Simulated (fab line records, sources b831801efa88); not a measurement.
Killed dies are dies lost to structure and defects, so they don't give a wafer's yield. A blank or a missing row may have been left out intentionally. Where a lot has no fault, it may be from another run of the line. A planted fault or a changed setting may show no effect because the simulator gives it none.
Chamber matching	flow sky130	SKY_VIA2_ETCH_15 on rie_diel-02: 4 sister chambers
The step etches SiO2 in C4F8/O2/Ar, stops on TiN, target depth 546 nm, time 84 s. 8 wafers are shown with their chamber, then 8 later ones without.

WAFERS WITH THEIR CHAMBER
wafer	chamber	oes_product_au (a.u.)
L081.3	2	0.945
L087.3	0	0.940
L087.5	2	0.943
L091.1	1	0.940
L091.5	0	0.951
L093.2	1	0.944
L093.6	3	0.948
L095.1	3	0.941

WAFERS WHOSE CHAMBER IS MISSING
wafer	oes_product_au (a.u.)
L095.2	0.937
L095.3	0.935
L095.4	0.930
L095.5	0.942
L095.6	0.936
L094.2	0.946
L094.3	0.942
L094.5	0.942

CHAMBER TAKEN BY EACH
wafer	from the rows above	in truth
L095.2	can't be placed: 1 or 2 or 3 or 0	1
L095.3	can't be placed: 1 or 2 or 3 or 0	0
L095.4	can't be placed: 1 or 2 or 3 or 0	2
L095.5	can't be placed: 1 or 2 or 3 or 0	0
L095.6	can't be placed: 1 or 2 or 3 or 0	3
L094.2	can't be placed: 0 or 3 or 2 or 1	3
L094.3	can't be placed: 1 or 2 or 3 or 0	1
L094.5	can't be placed: 1 or 2 or 3 or 0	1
Placed correctly: 0 of 8. Not placeable from these rows: 8 (in 8, the candidates include the true chamber). 0 placed wrongly.
How it was worked out, from the rows above alone: a wafer's distance from a chamber is the root of the sum, over the readings, of the square of ((its reading less the chamber's mean) divided by the reading's scatter). If the next closest chamber is less than 2 further off than the closest, the wafer can't be placed; otherwise it belongs to the closest. For every chamber, the mean is computed from those of its wafers that are shown. The scatter: take each reading less its chamber's mean, square it, sum over the shown wafers, divide by the number of wafers less the number of chambers, and take the root.
